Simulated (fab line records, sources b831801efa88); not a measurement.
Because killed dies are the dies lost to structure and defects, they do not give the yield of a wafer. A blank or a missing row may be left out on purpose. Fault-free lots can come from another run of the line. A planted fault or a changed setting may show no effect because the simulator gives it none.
The tool behind it: which one?    flow gf180mcu    14 lots, 42 wafers sampled, at 2 steps of a route of 602

## WHAT THE GAUGES READ, wafer by wafer
GF_V2_BOW_MEAS_05.
lot   measured      on             V2_BOW (um)
L968  day 19 05:56  film metro-01  90 97 84
L969  day 19 15:50  film metro-03  105 95 100
L970  day 19 20:20  film metro-03  105 94 100
L972  day 20 14:53  film metro-04  99 99 96
L973  day 21 02:38  film metro-03  97 112 111
L975  day 21 20:35  film metro-01  90 99 84
L976  day 22 07:53  film metro-03  95 98 99
L977  day 22 14:01  film metro-03  89 114 110
L979  day 23 08:43  film metro-01  103 100 103
L980  day 23 21:01  film metro-04  101 92 101
L981  day 24 10:21  film metro-01  97 105 88
L983  day 25 01:19  film metro-01  81 98 91
L987  day 26 02:50  film metro-03  94 97 90
L989  day 26 14:53  film metro-03  107 102 108

## TOOL THAT RAN EACH LOT (tool first, then ch and the chambers of the sampled wafers, then the start)
lot   GF_M2_SPUTTER_00
L968  pvd sputter-02, day 18 03:11
L969  pvd sputter-04, day 18 14:29
L970  pvd sputter-02, day 18 18:56
L972  pvd sputter-01, day 19 13:14
L973  pvd sputter-04, day 20 00:32
L975  pvd sputter-01, day 20 19:19
L976  pvd sputter-02, day 21 06:49
L977  pvd sputter-04, day 21 13:04
L979  pvd sputter-02, day 22 08:11
L980  pvd sputter-02, day 22 20:50
L981  pvd sputter-02, day 23 09:34
L983  pvd sputter-04, day 24 01:16
L987  pvd sputter-04, day 25 03:16
L989  pvd sputter-04, day 25 16:28
- GF_M2_SPUTTER_00: material Ti, target thk 37.5 nm, time 150 s.

## WHAT THE TOOLS THEMSELVES READ (means of the sampled wafers that have a number; where no wafer has one, the mark that the record gives instead)
GF_M2_SPUTTER_00.
lot   tool            throttle valve pct (%)
L968  pvd sputter-02  30.2
L969  pvd sputter-04  29.7
L970  pvd sputter-02  30.1
L972  pvd sputter-01  30.7
L973  pvd sputter-04  29.5
L975  pvd sputter-01  31.6
L976  pvd sputter-02  30.1
L977  pvd sputter-04  30.5
L979  pvd sputter-02  30.3
L980  pvd sputter-02  30.7
L981  pvd sputter-02  30.9
L983  pvd sputter-04  29.8
L987  pvd sputter-04  29.7
L989  pvd sputter-04  29.9

## THE ANSWER, worked out from the rows above alone
Rule: what is usual is taken from the lots themselves. The widest of any qualifying gaps counts: lots, ordered by their means at a reading, are off when they make up no more than a third of the lots, leave a main group of 4 or more, and stand apart from it by 3 or more times the standard deviation of that group's means. The tables above print the reading to a certain number of digits; a main group whose means all agree to those digits is not used. Also off: a lot with no number at a reading for which 4 or more lots have one. All remaining lots with rows at the step are treated as sound. The gauges are gone through in route order, then the tools' own readings, and for those a lot's mean is taken as printed above. The first step at which some lot is off is used, and at that step the reading that is off furthest; a lot without a number counts as furthest.
Nothing can be told from this: no lot is off at any reading shown.

## WHAT WAS PUT IN BY THE SIMULATOR
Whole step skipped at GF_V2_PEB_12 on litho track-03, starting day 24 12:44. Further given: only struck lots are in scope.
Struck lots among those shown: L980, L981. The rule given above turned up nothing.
